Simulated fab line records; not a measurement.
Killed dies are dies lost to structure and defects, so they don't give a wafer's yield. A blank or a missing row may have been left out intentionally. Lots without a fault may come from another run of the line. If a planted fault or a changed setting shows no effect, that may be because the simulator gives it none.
Which tool is to blame? ; flow gf180mcu ; 12 lots with 36 wafers sampled at 5 steps, on a route of 602 steps

## WHAT EACH GAUGE READ, for each wafer
GF_M1_RS_MEAS_05: measurement is done with a four-point probe.
lot;measured;on;M1_ALCU_RS (ohm/sq)
L675;day 16 17:17;film metro-03;0.0688 0.0675 0.0686
L674;day 16 20:03;film metro-01;0.0681 0.0707 0.0704
L672;day 16 23:34;film metro-01;0.0709 0.0713 0.0710
L676;day 17 02:14;film metro-04;0.0681 0.0680 0.0683
L678;day 17 14:47;film metro-04;0.0687 0.0682 0.0684
L680;day 18 03:35;film metro-03;0.0694 0.0701 0.0692
L685;day 20 04:06;film metro-04;0.0685 0.0672 0.0672 0.0684 0.0673 0.0673
L690;day 22 01:49;film metro-04;0.0695 0.0691 0.0689
L691;day 22 06:15;film metro-03;0.0704 0.0695 0.0703
L693;day 23 01:16;film metro-04;0.0689 0.0705 0.0702
L694;day 23 10:47;film metro-01;0.0692 0.0697 0.0690
L695;day 23 16:36;film metro-04;0.0700 0.0686 0.0691

GF_M2_OVL_MEAS_15.
lot;measured;on;M2_OVL (nm)
L675;day 19 23:36;overlay-01;-13 -9 -20
L674;day 20 02:57;overlay-02;2 9 7
L672;day 20 05:07;overlay-01;2 -2 -3
L676;day 20 08:15;overlay-02;1 0 -2
L678;day 20 18:46;overlay-02;-3 4 4
L680;day 21 06:28;overlay-02;2 5 2
L685;day 23 02:27;overlay-02;7 2 -6
L690;day 25 00:36;overlay-02;-5 -12 -10
L691;day 25 04:40;overlay-01;0 -1 -4
L693;day 25 21:46;overlay-01;-15 1 0
L694;day 26 08:25;overlay-01;-7 -6 -6
L695;day 26 12:28;overlay-02;-9 -12 -15

## WHICH TOOL RAN EACH LOT (tool, then ch and the chambers of the sampled wafers, then the start)
lot;GF_CONTACT_CMP_04;GF_M1_SPUTTER_00;GF_V1_SPUTTER_22
L675;cmp-01 ch 1,3, day 15 16:10;pvd sputter-04, day 16 17:04;pvd sputter-01, day 18 21:19
L674;cmp-01 ch 0,2, day 15 18:33;pvd sputter-03, day 16 19:49;pvd sputter-01, day 19 00:49
L672;cmp-01 ch 0,1,3, day 15 21:50;pvd sputter-03, day 16 23:21;pvd sputter-04, day 19 03:13
L676;cmp-01 ch 0,1,3, day 16 01:00;pvd sputter-04, day 17 02:01;pvd sputter-01, day 19 06:25
L678;cmp-01 ch 0,2,3, day 16 12:44;pvd sputter-04, day 17 14:32;pvd sputter-01, day 19 18:58
L680;cmp-02 ch 0,1, day 17 01:07;pvd sputter-01, day 18 03:22;pvd sputter-04, day 20 07:23
L685;cmp-02 ch 0,1,2, day 19 01:08;pvd sputter-04, day 20 03:53;pvd sputter-04, day 22 03:22
L690;cmp-01 ch 0,1,3, day 21 01:35;pvd sputter-01, day 22 01:36;pvd sputter-02, day 24 00:52
L691;cmp-01 ch 0,2,3, day 21 06:20;pvd sputter-01, day 22 06:02;pvd sputter-02, day 24 05:52
L693;cmp-01 ch 0,1,2, day 22 00:41;pvd sputter-01, day 23 01:02;pvd sputter-02, day 24 22:58
L694;cmp-01 ch 0,3, day 22 10:29;pvd sputter-03, day 23 10:32;pvd sputter-02, day 25 09:19
L695;cmp-01 ch 0,2, day 22 16:29;pvd sputter-03, day 23 16:20;pvd sputter-01, day 25 14:04
- GF_CONTACT_CMP_04: polishes SiO2.
- GF_M1_SPUTTER_00: material Ti, target thk 37.5 nm, time 150 s.
- GF_V1_SPUTTER_22: material TiN, target thk 10 nm, time 40 s.

## AS READ BY THE TOOLS THEMSELVES (means over the sampled wafers that have a number; for cases with no such wafer, the mark the record gives instead)
GF_CONTACT_CMP_04.
lot;tool;motor current A (A);retaining ring pressure frac;time to endpoint s (s)
L675;cmp-01;12.3;0.998;98
L674;cmp-01;12.1;0.998;100
L672;cmp-01;12.2;0.998;110
L676;cmp-01;12.2;1.000;111
L678;cmp-01;11.3;1.002;106
L680;cmp-02;12.6;0.998;107
L685;cmp-02;12.3;1.000;105
L690;cmp-01;12.5;1.002;116
L691;cmp-01;11.4;0.996;112
L693;cmp-01;12.3;1.001;109
L694;cmp-01;12.1;0.998;117
L695;cmp-01;11.9;0.999;104

GF_M1_SPUTTER_00.
lot;tool;throttle valve pct (%)
L675;pvd sputter-04;31.8
L674;pvd sputter-03;29.5
L672;pvd sputter-03;31.0
L676;pvd sputter-04;30.1
L678;pvd sputter-04;30.0
L680;pvd sputter-01;31.1
L685;pvd sputter-04;29.8
L690;pvd sputter-01;31.3
L691;pvd sputter-01;31.2
L693;pvd sputter-01;31.3
L694;pvd sputter-03;30.2
L695;pvd sputter-03;31.5

GF_V1_SPUTTER_22.
lot;tool;throttle valve pct (%)
L675;pvd sputter-01;31.6
L674;pvd sputter-01;31.3
L672;pvd sputter-04;31.3
L676;pvd sputter-01;31.4
L678;pvd sputter-01;31.6
L680;pvd sputter-04;31.2
L685;pvd sputter-04;30.6
L690;pvd sputter-02;29.6
L691;pvd sputter-02;30.0
L693;pvd sputter-02;29.9
L694;pvd sputter-02;29.7
L695;pvd sputter-01;31.2

## THE ANSWER, worked out from the rows above alone
Rule: the usual values come from the lots themselves. The widest of any qualifying gaps counts: lots, ordered by their means at a reading, are off when they make up no more than a third of the lots, leave a main group of 4 or more, and stand apart from it by 3 or more times the standard deviation of that group's means. A main group whose means are all the same, to the digits that the tables above print for the reading, isn't used. A lot without any number at a reading at which 4 lots or more have one is off too. The other lots that the step has rows for count as sound. First the gauges in route order, then the tools' own readings, where a lot's mean is used as printed above. At the first step where some lot is off, the reading lying furthest off is the one used; lots without a number count as furthest.
No lot is off on any of the readings shown, so nothing can be concluded from this.

## WHAT THE SIMULATOR HAD PUT IN
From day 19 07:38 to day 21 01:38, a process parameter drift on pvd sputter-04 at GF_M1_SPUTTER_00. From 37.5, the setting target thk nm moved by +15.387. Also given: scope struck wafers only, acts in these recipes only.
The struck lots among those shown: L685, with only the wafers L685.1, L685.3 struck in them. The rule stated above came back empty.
